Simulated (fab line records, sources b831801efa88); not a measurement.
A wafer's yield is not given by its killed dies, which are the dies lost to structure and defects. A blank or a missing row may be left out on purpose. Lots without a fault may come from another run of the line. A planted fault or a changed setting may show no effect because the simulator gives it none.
fab line records	flow sky130
record: lots: 6	wafers: 18	lastDay: 50
route steps=708 shown CAPM@546 METAL3@555 PAD_OPEN@708
lots untouched by any fault: they come from a run of this same line in which no faults occurred
startH: the number of hours between the record's first day and the start of the first shown wafer of the lot	waitH: hours from the lot's prior step to this one	" as in the row above	L1.1+2: one row covering several wafers at once	- value missing, or start not given	* or withheld: withheld	< > ~ a bound
route shown NAME@n: names a module that has steps shown in the file, with the first one's number in the route	usual: mean/standard deviation taken from wafers without a fault	same: alike in all rows	chamber/n: place in a boat	sites: each site's reading	_std_site: their standard deviation	_edge_site: mean of outer sites minus mean of inner sites	radiusMm: for every site, how far away it sits from the centre of the wafer	mask NAME#n: copy n	behind: the most recent tool/chamber to have shaped the wafer	hold: cause of the lot's hold/its duration in hours/its outcome	device: which transistor (n, p or np) failed to switch	end of line: at the end of the route, the tests of the same wafers	for a step that has no rows: nothing shown but its recipe	killed: at the first sort, the dies lost to defects and structure; wafer yield is something else	map: a wafer's dies, x killed, . not, _ none there
set.NAME: the setting the step ran with; set.NAME@STEP: the setting that earlier step ran with	model.NAME: the simulator's own value behind a step, which no gauge read
lots seen at some steps along the route; tables by step, rows by wafer
services: from which hour (startH, from the record's first day; less than 0 if before it) a tool's chamber was out of use, for how many hours, and why
== steps ==
step: SKY_CAPM_EXPOSE_09
recipe: maskId: CAPM	na: 0.6	sourceShape: conventional	sigmaOuter: 0.6	polarization: unpolarized	targetCdNm: 1000	doseMj: 159
step: SKY_CAPM_PEB_10
recipe: tempC: withheld	timeS: *	resist: NOVOLAK
step: SKY_CAPM_DEVELOP_11
recipe: resist: NOVOLAK	developer: TMAH	developTimeS: 60	devTempC: 23
step: SKY_CAPM_OVL_MEAS_12
usual: CAPM_OVL: -0.7/1.7
lot.wafer	tool	chamber	startH	waitH	CAPM_OVL[nm]
L986.2	overlay-02	-	939.34	0.1	-0.9
L986.4	"	-	"	"	-1.5
L986.5	"	-	"	"	-0.9
L993.2	overlay-01	-	980.10	0.1	0.6
L993.3	"	-	"	"	0.4
L993.4	"	-	"	"	0.3
L997.4	overlay-02	-	1006.66	0.1	-3.6
L997.5	"	-	"	"	-3.9
L997.6	"	-	"	"	-3.4
L998.1	overlay-01	-	1018.71	0.1	2.0
L998.2	"	-	"	"	2.4
L998.3	"	-	"	"	-0.2
L999.1	overlay-02	-	1020.54	0.1	-0.7
L999.2	"	-	"	"	-0.5
L999.4	"	-	"	"	1.4
L100.1	overlay-02	-	1034.93	0.1	-0.4
L100.3	"	-	"	"	-0.5
L100.6	"	-	"	"	0.0
step: SKY_CAPM_METAL_ETCH_13
recipe: targetDepthNm: 220	stopOn: SiO2	chemistry: Cl2/BCl3	target: TiN	pressureMtorr: 10	icpW: 900	biasW: 48.5	Cl2_flow_sccm: 60	bcl3FlowSccm: 30	timeS: 62.9
usual: drypumpMotorCurrentA: 5.4/0.36	oesProductAu: 0.962/0.0069	throttleValvePct: 21.888/0.01
lot.wafer	tool	chamber	startH	waitH	drypumpMotorCurrentA	oesProductAu	rfHoursCounterH	throttleValvePct
L986.2	rieMetal-04	1	939.37	0.0	5.8	0.961	15	21.890
L986.4	"	0	"	"	5.4	0.966	-	21.878
L986.5	"	1	"	"	5.8	0.971	-	21.891
L993.2	rieMetal-01	0	980.13	0.0	4.9	0.962	3	21.880
L993.3	"	1	"	"	5.7	0.970	-	21.873
L993.4	"	0	"	"	4.9	0.971	-	21.886
L997.4	rieMetal-03	1	1006.70	0.0	5.0	0.967	-	21.899
L997.5	"	0	"	"	5.7	0.957	-	21.883
L997.6	"	1	"	"	5.0	0.966	-	21.886
L998.1	rieMetal-03	1	1018.75	0.0	5.0	0.959	2	21.891
L998.2	"	0	"	"	5.8	0.962	16	21.883
L998.3	"	0	"	"	5.7	0.980	-	21.885
L999.1	rieMetal-01	1	1020.58	0.0	5.7	0.956	5	21.890
L999.2	"	0	"	"	4.9	0.962	4	21.886
L999.4	"	1	"	"	5.7	0.958	-	21.892
L100.1	rieMetal-03	1	1034.97	0.0	5.0	0.967	3	21.898
L100.3	"	0	"	"	5.7	0.964	-	21.885
L100.6	"	1	"	"	5.0	0.965	-	21.890
step: SKY_CAPM_STRIP_14
recipe: chemistry: O2/N2	powerW: 1400	pressureMtorr: 1500	platenTempC: withheld	o2FlowSccm: 3000	n2FlowSccm: 300	overashFraction: 0.5
usual: drypumpMotorCurrentA: 5.7/0.42	oesProductAu: 0.710/0.0046	stripTimeToEndpointS: 12.63/0.038
lot.wafer	tool	chamber	startH	waitH	drypumpMotorCurrentA	oesProductAu	rfHoursCounterH	stripTimeToEndpointS
L986.2	plasmaAsher-04	1	939.44	0.1	6.4	0.710	111	12.64
L986.4	"	0	"	"	5.6	0.703	-	12.59
L986.5	"	1	"	"	6.4	0.708	-	12.59
L993.2	plasmaAsher-02	0	980.20	0.1	5.3	0.708	86	12.58
L993.3	"	1	"	"	6.1	0.710	-	12.63
L993.4	"	0	"	"	5.2	0.710	-	12.61
L997.4	plasmaAsher-02	1	1006.79	0.1	6.1	0.712	-	12.59
L997.5	"	1	"	"	6.1	0.710	-	12.66
L997.6	"	0	"	"	5.2	0.710	-	12.61
L998.1	plasmaAsher-02	1	1018.82	0.1	6.2	0.711	90	12.59
L998.2	"	0	"	"	5.2	0.700	90	12.67
L998.3	"	0	"	"	5.3	0.715	-	12.61
L999.1	plasmaAsher-03	1	1020.65	0.1	5.2	0.713	28	12.63
L999.2	"	0	"	"	5.7	0.714	28	12.67
L999.4	"	1	"	"	5.3	0.714	-	12.65
L100.1	plasmaAsher-03	1	1035.04	0.1	5.3	0.713	29	12.60
L100.3	"	0	"	"	5.7	0.706	-	12.72
L100.6	"	0	"	"	5.7	0.705	-	12.59
step: SKY_CAPM_STRIP_15
recipe: chemistry: postEtchResidueRemover	timeS: 1200	tempC: 72.5
step: SKY_CAPM_CLEAN_16
recipe: chemistry: IPA	timeS: 180	tempC: 25
step: SKY_CAPM_CLEAN_17
recipe: chemistry: O3/DIW	dry: n2Spin
step: SKY_METAL3_DEHYDRATE_05
recipe: tempC: 200	timeS: 60
step: SKY_METAL3_HMDS_06
recipe: primeTimeS: 60	primeTempC: 120
step: SKY_METAL3_COAT_07
recipe: resist: BARC	tempC: withheld	timeS: withheld	spinRpm: 3000	resistThkNm: 60
step: SKY_METAL3_COAT_08
recipe: resist: KrF-thick	spinRpm: 3000	resistThkNm: 1140
usual: spinSpeedRpm: 3000.2/1.7
lot.wafer	tool	chamber	startH	waitH	spinSpeedRpm	model.KrF-thick_of_METAL3_COAT_08.thkNm
L986.2	lithoTrack-04	0	951	-	2998.7	1137
L986.4	"	0	"	"	3000.0	1135
L986.5	"	0	"	"	2998.6	1131
L993.2	lithoTrack-02	0	992	-	3000.2	1142
L993.3	"	0	"	"	3001.3	1142
L993.4	"	0	"	"	3000.9	1142
L997.4	lithoTrack-02	0	1018	-	2731.4	1195
L997.5	"	0	"	"	2731.8	1195
L997.6	"	0	"	"	2733.4	1194
L998.1	lithoTrack-02	0	1030	-	2734.6	1192
L998.2	"	0	"	"	2735.4	1194
L998.3	"	0	"	"	2736.5	1196
L999.1	lithoTrack-04	0	1031	-	3001.4	1140
L999.2	"	0	1032	-	3002.4	1142
L999.4	"	0	"	"	3002.8	1143
L100.1	lithoTrack-04	0	1046	-	2998.2	1139
L100.3	"	0	"	"	3000.4	1139
L100.6	"	0	"	"	3000.4	1137
step: SKY_METAL3_SOFTBAKE_09
recipe: tempC: 100	timeS: 90	resist: KrF-thick
step: SKY_METAL3_EXPOSE_10
recipe: maskId: MM3	na: 0.68	sourceShape: annular	sigmaInner: 0.4	sigmaOuter: 0.8	targetCdNm: 300	doseMj: 28
step: SKY_METAL3_PEB_11
recipe: pebTempC: withheld	pebTimeS: withheld	resist: KrF-thick
step: SKY_METAL3_DEVELOP_12
recipe: developTimeS: 60	resist: KrF-thick	devTempC: 20.23
step: SKY_METAL3_CD_MEAS_13
recipe: targetCdNm: 300
usual: cdNm: 299.8/1.3
lot.wafer	tool	chamber	startH	waitH	cdNm
L986.2	cdSem-02	-	964.25	-	300.4
L986.4	"	-	"	"	300.0
L986.5	"	-	"	"	298.9
L993.2	cdSem-01	-	1004.30	-	300.4
L993.3	"	-	"	"	299.6
L993.4	"	-	"	"	301.0
L997.4	cdSem-02	-	1030.39	-	303.4
L997.5	"	-	"	"	303.0
L997.6	"	-	"	"	300.5
L998.1	cdSem-02	-	1042.15	-	301.8
L998.2	"	-	"	"	303.4
L998.3	"	-	"	"	301.7
L999.1	cdSem-01	-	1043.30	-	301.6
L999.2	"	-	"	"	301.5
L999.4	"	-	"	"	303.0
L100.1	cdSem-02	-	1057.84	-	299.4
L100.3	"	-	"	"	299.1
L100.6	"	-	"	"	300.7
step: SKY_METAL3_OVL_MEAS_14
usual: METAL3_OVL: 4/5.7
lot.wafer	tool	chamber	startH	waitH	METAL3_OVL[nm]
L986.2	overlay-01	-	964.36	0.1	4
L986.4	"	-	"	"	7
L986.5	"	-	"	"	5
L993.2	overlay-02	-	1004.41	0.1	1
L993.3	"	-	"	"	2
L993.4	"	-	"	"	5
L997.4	overlay-02	-	1030.47	0.1	-3
L997.5	"	-	"	"	6
L997.6	"	-	"	"	-4
L998.1	overlay-02	-	1042.27	0.1	6
L998.2	"	-	"	"	10
L998.3	"	-	"	"	4
L999.1	overlay-01	-	1043.42	0.1	10
L999.2	"	-	"	"	4
L999.4	"	-	"	"	5
L100.1	overlay-02	-	1057.96	0.1	-3
L100.3	"	-	"	"	-8
L100.6	"	-	"	"	-3
step: SKY_METAL3_DESCUM_15
recipe: chemistry: O2	sourcePowerW: 150	biasPowerW: 0	pressureMtorr: 10	tempC: 40	timeS: 8
usual: drypumpMotorCurrentA: 5.6/0.49	oesProductAu: 1.002/0.0064
same: biasPowerW: 0
lot.wafer	tool	chamber	startH	waitH	drypumpMotorCurrentA	oesProductAu	rfHoursCounterH
L986.2	rieMetal-02	1	964.39	0.0	6.4	1.009	15
L986.4	"	0	"	"	6.3	0.998	-
L986.5	"	1	"	"	6.4	1.002	-
L993.2	rieMetal-04	0	1004.44	0.0	5.3	1.004	12
L993.3	"	0	"	"	5.3	0.999	-
L993.4	"	1	"	"	5.8	0.988	-
L997.4	rieMetal-04	0	1030.50	0.0	5.4	0.994	-
L997.5	"	0	"	"	5.4	1.006	-
L997.6	"	1	"	"	5.8	0.994	-
L998.1	rieMetal-01	0	1042.30	0.0	4.9	1.007	5
L998.2	"	1	"	"	5.6	1.006	6
L998.3	"	1	"	"	5.6	1.003	-
L999.1	rieMetal-04	1	1043.45	0.0	5.8	0.995	22
L999.2	"	0	"	"	5.3	0.996	15
L999.4	"	1	"	"	5.8	0.989	-
L100.1	rieMetal-01	0	1058.00	0.0	4.9	1.008	6
L100.3	"	0	"	"	4.9	1.008	-
L100.6	"	1	"	"	5.7	0.996	-
step: SKY_METAL3_ETCH_16
recipe: chemistry: N2/H2	target: BARC	ionEnergyEv: 200	biasW: 100	pressureMtorr: 30	n2FlowSccm: 100	h2FlowSccm: 200	icpW: 500	stopOn: SiO2	timeS: 88.2	targetDepthA: 600
usual: drypumpMotorCurrentA: 5.6/0.5	oesProductAu: 0.625/0.0044	throttleValvePct: 13.204/0.0092
lot.wafer	tool	chamber	startH	waitH	drypumpMotorCurrentA	oesProductAu	rfHoursCounterH	throttleValvePct
L986.2	rieMetal-02	1	964.42	0.0	6.4	0.628	15	13.213
L986.4	"	0	"	"	6.3	0.626	-	13.204
L986.5	"	1	"	"	6.5	0.633	-	13.188
L993.2	rieMetal-04	0	1004.47	0.0	5.3	0.628	12	13.210
L993.3	"	0	"	"	5.4	0.620	-	13.205
L993.4	"	1	"	"	5.8	0.624	-	13.213
L997.4	rieMetal-04	0	1030.55	0.0	5.4	0.622	-	13.216
L997.5	"	0	"	"	5.3	0.619	-	13.226
L997.6	"	1	"	"	5.8	0.624	-	13.198
L998.1	rieMetal-01	0	1042.33	0.0	4.9	0.629	5	13.210
L998.2	"	1	"	"	5.7	0.618	6	13.199
L998.3	"	1	"	"	5.7	0.624	-	13.196
L999.1	rieMetal-04	1	1043.50	0.0	5.8	0.634	22	13.191
L999.2	"	0	"	"	5.3	0.632	15	13.208
L999.4	"	1	"	"	5.8	0.621	-	13.186
L100.1	rieMetal-01	0	1058.03	0.0	4.9	0.625	6	13.209
L100.3	"	0	"	"	4.9	0.626	-	13.194
L100.6	"	1	"	"	5.6	0.622	-	13.178
step: SKY_METAL3_ETCH_17
recipe: target: SiO2	stopOn: TiN	chemistry: C4F8/O2/Ar	sourceW: 1500	biasW: 1200	pressureMtorr: 40	c4f8FlowSccm: withheld	O2_flow_sccm: 6	Ar_flow_sccm: 300	timeS: 3.9	targetDepthA: 150
usual: oesProductAu: 0.755/0.0067
lot.wafer	tool	chamber	startH	waitH	oesProductAu	rfHoursCounterH
L986.2	rieDiel-03	2	964.52	0.1	0.753	17
L986.4	"	3	"	"	0.754	1
L986.5	"	1	"	"	0.763	-
L993.2	rieDiel-02	0	1004.57	0.1	0.753	7
L993.3	"	1	"	"	0.756	20
L993.4	"	3	"	"	0.760	4
L997.4	rieDiel-02	0	1030.62	0.0	0.760	8
L997.5	"	3	"	"	0.761	-
L997.6	"	0	"	"	0.762	-
L998.1	rieDiel-03	2	1042.43	0.1	0.749	20
L998.2	"	1	"	"	0.745	20
L998.3	"	0	"	"	0.754	9
L999.1	rieDiel-02	3	1043.63	0.1	0.756	5
L999.2	"	1	"	"	0.760	22
L999.4	"	0	"	"	0.763	8
L100.1	rieDiel-02	1	1058.13	0.1	0.753	22
L100.3	"	0	"	"	0.762	9
L100.6	"	1	"	"	0.758	-
step: SKY_METAL3_METAL_ETCH_18
recipe: targetDepthA: 8450	stopOn: SiO2	overEtchFrac: 0.3	timeS: 183.1	chemistry: Cl2/BCl3	resistSidewallDeg: 88	pressureMtorr: 10	icpW: 900	biasW: 48.5	Cl2_flow_sccm: 60	bcl3FlowSccm: 30
usual: drypumpMotorCurrentA: 5.9/0.49	oesProductAu: 0.867/0.0056	throttleValvePct: 22.265/0.0087
lot.wafer	tool	chamber	startH	waitH	drypumpMotorCurrentA	oesProductAu	rfHoursCounterH	throttleValvePct	model.KrF-thick_of_METAL3_COAT_08.thkNm
L986.2	rieMetal-04	1	964.53	0.0	5.8	0.876	16	22.268	524.3
L986.4	"	0	"	"	5.4	0.864	-	22.275	520.2
L986.5	"	1	"	"	5.8	0.873	-	22.255	522
L993.2	rieMetal-02	1	1004.64	0.1	6.5	0.868	-	22.244	525.5
L993.3	"	1	"	"	6.4	0.867	-	22.267	526.8
L993.4	"	1	"	"	6.5	0.870	-	22.266	532.9
L997.4	rieMetal-02	1	1030.69	0.1	6.5	0.868	-	22.263	577.6
L997.5	"	1	"	"	6.5	0.869	-	22.270	578.4
L997.6	"	0	"	"	6.3	0.869	-	22.261	582.9
L998.1	rieMetal-02	1	1042.45	0.0	6.4	0.857	20	22.271	572.5
L998.2	"	0	"	"	6.3	0.860	14	22.275	579.4
L998.3	"	1	"	"	6.4	0.865	-	22.264	577.5
L999.1	rieMetal-01	1	1043.65	0.0	5.7	0.862	6	22.256	532.5
L999.2	"	0	"	"	4.9	0.865	5	22.261	525.9
L999.4	"	1	"	"	5.6	0.867	-	22.264	531.2
L100.1	rieMetal-02	1	1058.15	0.0	6.5	0.863	21	22.262	515
L100.3	"	1	"	"	6.5	0.861	-	22.263	523.3
L100.6	"	1	"	"	6.5	0.859	-	22.253	516.8
step: SKY_METAL3_STRIP_19
recipe: chemistry: O2/N2	powerW: 1400	pressureMtorr: 1500	platenTempC: withheld	o2FlowSccm: 3000	n2FlowSccm: 300	overashFraction: 0.5
usual: drypumpMotorCurrentA: 5.8/0.4	oesProductAu: 0.500/0.0051	stripTimeToEndpointS: 6.50/0.054
lot.wafer	tool	chamber	startH	waitH	drypumpMotorCurrentA	oesProductAu	rfHoursCounterH	stripTimeToEndpointS
L986.2	plasmaAsher-04	1	964.71	0.1	6.3	0.499	114	6.49
L986.4	"	1	"	"	6.3	0.494	-	6.47
L986.5	"	0	"	"	5.6	0.490	-	6.47
L993.2	plasmaAsher-02	0	1004.94	0.2	5.2	0.505	88	6.51
L993.3	"	0	"	"	5.3	0.493	-	6.55
L993.4	"	1	"	"	6.2	0.499	-	6.59
L997.4	plasmaAsher-04	1	1030.85	0.1	6.3	0.530	-	7.03
L997.5	"	1	"	"	6.3	0.521	-	7.04
L997.6	"	0	"	"	5.6	0.527	-	7.08
L998.1	plasmaAsher-01	0	1042.63	0.1	5.4	0.515	59	6.98
L998.2	"	1	"	"	5.6	0.516	59	7.04
L998.3	"	0	"	"	5.3	0.521	-	7.04
L999.1	plasmaAsher-04	1	1043.82	0.1	6.3	0.504	121	6.60
L999.2	"	0	"	"	5.6	0.506	121	6.54
L999.4	"	1	"	"	6.3	0.507	-	6.59
L100.1	plasmaAsher-01	0	1058.32	0.1	5.4	0.497	61	6.42
L100.3	"	1	"	"	5.5	0.500	-	6.48
L100.6	"	0	"	"	5.4	0.499	-	6.43
step: SKY_METAL3_STRIP_20
recipe: chemistry: postEtchResidueRemover	timeS: 1200	tempC: 72.5
step: SKY_PAD_OPEN_PROBE_99
usual: defectLimitedYield: 82.2/1.7	killed_at_M0_to_M3: 44/6.3	killed_at_M4_up: 3.1/2	killedAtContacts: 24/4.8	killedAtFrontEnd: 15/4.6	killedAtOther: 0.2/0.51	killedDies: 87/8.4	killedOnRim: 17/3.9	killedOpen: 48/6.4	killedShort: 39/5.9	sort_bin_3_pad_short: 0.9/0.41	sort_bin_5_function: 10.5/1.4	sort_bin_6_memory: 6.3/1.1	sortNPass: 405/8.4	sortYieldPct: 82.2/1.7
same: grossDies: 492	killedAtBackSide: 0	sort_bin_4_leakage[%]: 0	sort_bin_8_speed[%]: 0
lot.wafer	tool	chamber	startH	waitH	defectLimitedYield[%]	killed_at_M0_to_M3	killed_at_M4_up	killedAtContacts	killedAtFrontEnd	killedAtOther	killedDies	killedOnRim	killedOpen	killedShort	sort_bin_3_pad_short[%]	sort_bin_5_function[%]	sort_bin_6_memory[%]	sortNPass	sortYieldPct[%]
L986.2	prober-02	-	1128.41	0.1	81.1	42	2	27	21	1	93	9	45	48	1.0	12.0	5.9	399	81.1
L986.4	prober-02	-	1128.51	0.2	81.7	51	3	22	14	0	90	20	50	40	1.6	10.2	6.5	402	81.7
L986.5	prober-02	-	1128.56	0.2	81.7	51	2	24	12	1	90	23	45	45	1.0	12.6	4.7	402	81.7
L993.2	prober-01	-	1158.68	0.1	81.9	36	5	30	17	1	89	17	50	39	1.0	11.0	6.1	403	81.9
L993.3	prober-01	-	1158.73	0.2	81.9	43	3	33	9	1	89	20	49	40	0.8	10.0	7.3	403	81.9
L993.4	prober-01	-	1158.78	0.2	81.7	37	4	32	16	1	90	18	51	39	1.2	12.2	4.9	402	81.7
L997.4	prober-01	-	1178.80	0.2	82.5	50	3	24	8	1	86	20	53	33	1.4	9.3	6.7	406	82.5
L997.5	prober-01	-	1178.85	0.2	82.1	42	8	25	13	0	88	17	53	35	1.2	10.0	6.7	404	82.1
L997.6	prober-01	-	1178.90	0.2	82.5	49	0	22	15	0	86	14	51	35	0.6	10.4	6.5	406	82.5
L998.1	prober-02	-	1187.95	0.1	83.1	42	0	30	11	0	83	14	40	43	1.6	9.8	5.5	409	83.1
L998.2	prober-02	-	1188.00	0.1	82.3	43	3	24	17	0	87	17	53	34	1.6	9.1	6.9	405	82.3
L998.3	prober-02	-	1188.05	0.2	82.5	48	3	24	11	0	86	22	47	39	1.4	11.0	5.1	406	82.5
L999.1	prober-01	-	1188.59	0.1	81.5	43	3	22	23	0	91	18	50	41	1.0	12.0	5.5	401	81.5
L999.2	prober-01	-	1188.64	0.1	84.3	44	1	25	7	0	77	12	42	35	0.6	8.7	6.3	415	84.3
L999.4	prober-01	-	1188.74	0.2	81.1	53	3	25	12	0	93	12	51	42	0.4	11.4	7.1	399	81.1
L100.1	prober-01	-	1197.80	0.1	85.2	43	2	18	10	0	73	19	41	32	0.2	9.1	5.5	419	85.2
L100.3	prober-01	-	1197.90	0.2	86.8	38	5	14	8	0	65	10	31	34	0.6	6.1	6.5	427	86.8
L100.6	prober-01	-	1198.05	0.2	82.3	42	1	31	13	0	87	16	56	31	0.6	9.3	7.7	405	82.3
killed by level:class
L986.2 LI_CONTACT:geometricParticle:open=9 VIA1:geometricParticle:short=9 VIA1:geometricParticle:open=9 CONTACT:geometricParticle:open=6 METAL2:geometricParticle:short=5 VIA2:geometricParticle:open=5 FIELD_ISO:geometricParticle:open=4 POLY_GATE:geometricParticle:short=4
L986.4 VIA1:geometricParticle:open=16 CONTACT:geometricParticle:open=9 LI_CONTACT:geometricParticle:open=8 METAL1:geometricParticle:short=7 METAL2:geometricParticle:short=7 FIELD_ISO:geometricParticle:short=5 VIA3:geometricParticle:open=5 POLY_GATE:geometricParticle:short=4
L986.5 VIA1:geometricParticle:open=12 CONTACT:geometricParticle:open=9 VIA1:geometricParticle:short=7 VIA3:geometricParticle:open=7 CONTACT:geometricParticle:short=6 FIELD_ISO:geometricParticle:short=5 VIA2:geometricParticle:open=5 LOCAL_INTERCONNECT:geometricParticle:short=4
L993.2 CONTACT:geometricParticle:open=9 VIA1:geometricParticle:open=9 LI_CONTACT:geometricParticle:open=8 CONTACT:geometricParticle:short=6 FIELD_ISO:geometricParticle:open=5 VIA1:geometricParticle:short=5 FIELD_ISO:geometricParticle:short=4 POLY_GATE:geometricParticle:short=4
L993.3 CONTACT:geometricParticle:open=13 VIA3:geometricParticle:open=8 VIA2:geometricParticle:open=8 LI_CONTACT:geometricParticle:open=7 CONTACT:geometricParticle:short=6 METAL1:geometricParticle:short=5 FIELD_ISO:geometricParticle:open=4 LOCAL_INTERCONNECT:geometricParticle:short=4
L993.4 VIA1:geometricParticle:open=10 CONTACT:geometricParticle:open=9 LI_CONTACT:geometricParticle:open=8 VIA3:geometricParticle:open=7 LOCAL_INTERCONNECT:geometricParticle:short=6 POLY_GATE:geometricParticle:short=5 CONTACT:geometricParticle:short=5 VIA1:geometricParticle:short=5
L997.4 METAL1:geometricParticle:short=11 VIA2:geometricParticle:open=11 CONTACT:geometricParticle:open=9 LI_CONTACT:geometricParticle:open=7 VIA1:geometricParticle:open=7 VIA3:geometricParticle:open=6 LI_CONTACT:geometricParticle:short=4 METAL1:geometricParticle:open=4
L997.5 VIA1:geometricParticle:open=14 LI_CONTACT:geometricParticle:open=10 VIA2:geometricParticle:open=8 LOCAL_INTERCONNECT:geometricParticle:short=6 METAL1:geometricParticle:short=6 CONTACT:geometricParticle:open=5 FIELD_ISO:geometricParticle:open=4 FIELD_ISO:geometricParticle:short=4
L997.6 VIA1:geometricParticle:open=15 VIA3:geometricParticle:open=8 POLY_GATE:geometricParticle:open=7 VIA2:geometricParticle:open=6 CONTACT:geometricParticle:open=5 LI_CONTACT:geometricParticle:short=5 CONTACT:geometricParticle:short=5 VIA1:geometricParticle:short=5
L998.1 CONTACT:geometricParticle:open=11 VIA3:geometricParticle:open=7 METAL1:geometricParticle:short=7 LI_CONTACT:geometricParticle:open=6 CONTACT:geometricParticle:short=6 METAL2:geometricParticle:short=6 VIA2:geometricParticle:open=4 VIA1:geometricParticle:open=4
L998.2 VIA2:geometricParticle:open=9 CONTACT:geometricParticle:open=8 VIA1:geometricParticle:open=8 FIELD_ISO:geometricParticle:open=6 VIA3:geometricParticle:open=6 LI_CONTACT:geometricParticle:open=5 LOCAL_INTERCONNECT:geometricParticle:short=5 METAL2:geometricParticle:short=5
L998.3 CONTACT:geometricParticle:open=12 VIA1:geometricParticle:open=12 METAL1:geometricParticle:short=8 FIELD_ISO:geometricParticle:short=6 VIA3:geometricParticle:open=5 VIA1:geometricParticle:short=5 CONTACT:geometricParticle:short=4 VIA2:geometricParticle:open=4
L999.1 VIA1:geometricParticle:open=11 VIA3:geometricParticle:open=8 FIELD_ISO:geometricParticle:open=7 CONTACT:geometricParticle:open=6 FIELD_ISO:geometricParticle:short=5 POLY_GATE:geometricParticle:open=5 LOCAL_INTERCONNECT:geometricParticle:short=5 METAL2:geometricParticle:short=5
L999.2 VIA1:geometricParticle:open=12 CONTACT:geometricParticle:open=11 LI_CONTACT:geometricParticle:open=8 METAL1:geometricParticle:short=8 VIA1:geometricParticle:short=6 LOCAL_INTERCONNECT:geometricParticle:short=5 VIA2:geometricParticle:short=4 VIA3:geometricParticle:open=4
L999.4 VIA1:geometricParticle:open=14 VIA1:geometricParticle:short=10 LI_CONTACT:geometricParticle:open=8 CONTACT:geometricParticle:open=7 VIA3:geometricParticle:open=6 VIA2:geometricParticle:open=5 METAL1:geometricParticle:open=5 METAL2:geometricParticle:short=5
L100.1 CONTACT:geometricParticle:open=9 VIA1:geometricParticle:open=8 VIA3:geometricParticle:open=8 METAL1:geometricParticle:short=7 VIA2:geometricParticle:open=5 METAL2:geometricParticle:short=5 LI_CONTACT:geometricParticle:open=4 VIA1:geometricParticle:short=4
L100.3 METAL1:geometricParticle:short=11 LI_CONTACT:geometricParticle:open=6 VIA1:geometricParticle:open=5 VIA2:geometricParticle:open=5 VIA3:geometricParticle:open=5 FIELD_ISO:geometricParticle:short=3 FIELD_ISO:geometricParticle:open=3 LI_CONTACT:geometricParticle:short=3
L100.6 LI_CONTACT:geometricParticle:open=16 VIA1:geometricParticle:open=11 VIA2:geometricParticle:open=7 LOCAL_INTERCONNECT:geometricParticle:short=5 CONTACT:geometricParticle:open=5 FIELD_ISO:geometricParticle:open=4 CONTACT:geometricParticle:short=4 METAL1:geometricParticle:short=4
== services ==
tool	chamber	startH	hours	kind
rieDiel-03	3	917.85	-	clean
rieDiel-03	3	917.85	16.4	scheduledDown
rieDiel-03	3	917.85	16.4	ventCycle
rieDiel-02	3	923.13	2.5	repair
rieMetal-02	-	924.01	14.6	pm
rieMetal-01	1	924.39	3.2	repair
rieMetal-03	1	937.47	22.0	repair
plasmaAsher-03	-	949.34	4.0	pm
rieMetal-03	1	959.50	-	clean
rieMetal-03	1	959.50	27.7	scheduledDown
rieMetal-03	1	959.50	27.7	ventCycle
rieMetal-01	-	972.06	0.3	repair
rieMetal-01	-	989.06	15.6	pm
rieMetal-02	0	1000.64	9.3	repair
rieMetal-04	-	1007.62	0.5	repair
plasmaAsher-04	-	1018.18	0.6	repair
rieDiel-02	1	1025.53	4.1	repair
rieDiel-02	3	1030.77	10.8	repair
rieDiel-03	1	1031.41	4.1	repair
plasmaAsher-01	-	1044.02	2.3	repair
plasmaAsher-04	-	1055.25	9.0	pm
plasmaAsher-04	0	1055.25	9.0	ventCycle
plasmaAsher-04	1	1055.25	9.0	ventCycle
rieDiel-03	-	1057.45	0.3	repair
== key ==
firstSign: step: SKY_METAL3_COAT_08	reading: spinSpeedRpm	direction: down	sigmas: 99+	usual: 3000.2	struck: 2733.9
effect: step: SKY_METAL3_CD_MEAS_13	reading: cdNm	direction: up	sigmas: 2	usual: 299.8	struck: 302.3
effect: step: SKY_METAL3_STRIP_19	reading: stripTimeToEndpointS	direction: up	sigmas: 9.9	usual: *	struck: *
modelEffect: step: SKY_METAL3_COAT_08	value: KrF-thick_of_METAL3_COAT_08.thkNm	without: 1140	struck: 1194
modelEffect: step: SKY_METAL3_METAL_ETCH_18	value: KrF-thick_of_METAL3_COAT_08.thkNm	without: 523.7	struck: 578
metAt SKY_METAL3_COAT_08
struckWafers L997.4,L997.5,L997.6,L998.1,L998.2,L998.3
onsetBetween 992 1018
fault: kind: processParameterDrift	tool: lithoTrack-02	chamber: -	onsetH: 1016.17	steps: SKY_METAL3_COAT_08	channel: spinRpm	offset: -266.76	shape: step	endH: 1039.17	actsIn: theseRecipesOnly	stated: 3000
